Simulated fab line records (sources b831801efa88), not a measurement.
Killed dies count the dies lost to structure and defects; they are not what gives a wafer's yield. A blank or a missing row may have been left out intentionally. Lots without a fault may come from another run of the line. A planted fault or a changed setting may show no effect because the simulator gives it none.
A struck lot beside a sound one    flow sky130    14 out of 708 route steps
Sound: these wafers, L259.1, L259.2, L259.5. The struck wafers were L263.3, L263.5, L263.6. At the end, the cause is stated.
For every step that has rows: the tool of each side, followed by ch and its chambers, followed by its first start. Under that, the readings that differ: sound wafers    struck wafers    difference of the means    sigmas: that difference in standard deviations of wafers without a fault.
alike: readings whose means differ by less than 2 such deviations, and words and numbers that are the same on both sides. not compared: withheld readings, readings that some wafer has no value for, bounds like >300 that may hide the same value, and numbers for which the record gives no deviation and whose values overlap.
Wherever a step has rows on one side only, a row that says differs or no value, or a row with sigmas, the two part there. Numbers that don't overlap but have no deviation are shown without sigmas and don't part them. A reading that every wafer of one side lacks parts them only if that side has two wafers or more.

first, 1 step without rows for these wafers: SKY_VIA4_DEVELOP_10 (develop time 60 s).
SKY_VIA4_OVL_MEAS_11:
  sound on overlay-02, day 45 14:28; struck on overlay-02, day 46 09:49
  alike: VIA4_OVL
SKY_VIA4_ETCH_12: etches SiO2 in C4F8/O2/Ar, stops on TiN, target depth 580 nm.
  sound on rieDiel-02 ch 0,1,3, day 45 14:30; struck on rieDiel-03 ch 1,2,3, day 46 09:51
  alike: oesProductAu
then, 4 steps without rows for these wafers: SKY_VIA4_STRIP_13 (strips in O2/N2); SKY_VIA4_STRIP_14 (strips in post etch residue remover, time 1200 s); SKY_VIA4_CLEAN_15 (cleans in IPA, time 180 s); SKY_VIA4_CLEAN_16 (cleans in O3/DIW).
SKY_VIA4_SPUTTER_17: material TiN, target thk 20 nm, time 80 s.
  sound on pvdSputter-01, day 45 15:10; struck on pvdSputter-02, day 46 10:31
  alike: chamberPressurePa, throttleValvePct
SKY_VIA4_CVD_18: deposits W, target thk 505 nm, time 152.14 s.
  sound on cvdW-02 ch 0,1, day 45 15:14; struck on cvdW-02 ch 0,1, day 46 10:37
  alike: heaterPowerW
SKY_VIA4_RS_MEAS_19: the measuring method here is four-point-probe.
  sound on filmMetro-03, day 45 15:23; struck on filmMetro-03, day 46 10:46
  alike: VIA4_W_RS
SKY_VIA4_THK_MEAS_20: measures by xrf.
  sound on filmMetro-03, day 45 15:30; struck on filmMetro-03, day 46 10:52
  alike: VIA4_W_THK
SKY_VIA4_CMP_21: polishes, stops on SiO2, t overpolish 25 s, target thk 0 nm.
  sound on cmp-01 ch 0,1,2, day 45 15:37; struck on cmp-01 ch 2,3, day 46 11:08
  alike: motorCurrentA, overpolishRunS, timeToEndpointS
SKY_METAL5_SPUTTER_00: material Ti, target thk 15 nm, time 10 s.
  sound on pvdSputter-03, day 45 15:52; struck on pvdSputter-03, day 46 11:23
reading                                   sound              struck             difference  sigmas
model.Ti_of_METAL5_SPUTTER_00.thkNm (nm)  15.04 14.82 15.03  16.72 16.67 16.64  +1.71       
  alike: chamberPressurePa, throttleValvePct
SKY_METAL5_SPUTTER_01: material TiN, target thk 20 nm, time 16.7 s.
  sound on pvdSputter-03, day 45 15:53; struck on pvdSputter-03, day 46 11:24
  alike: chamberPressurePa, throttleValvePct

## WHERE THEY PART
Nowhere in this record.

WHY: what the simulator had put in
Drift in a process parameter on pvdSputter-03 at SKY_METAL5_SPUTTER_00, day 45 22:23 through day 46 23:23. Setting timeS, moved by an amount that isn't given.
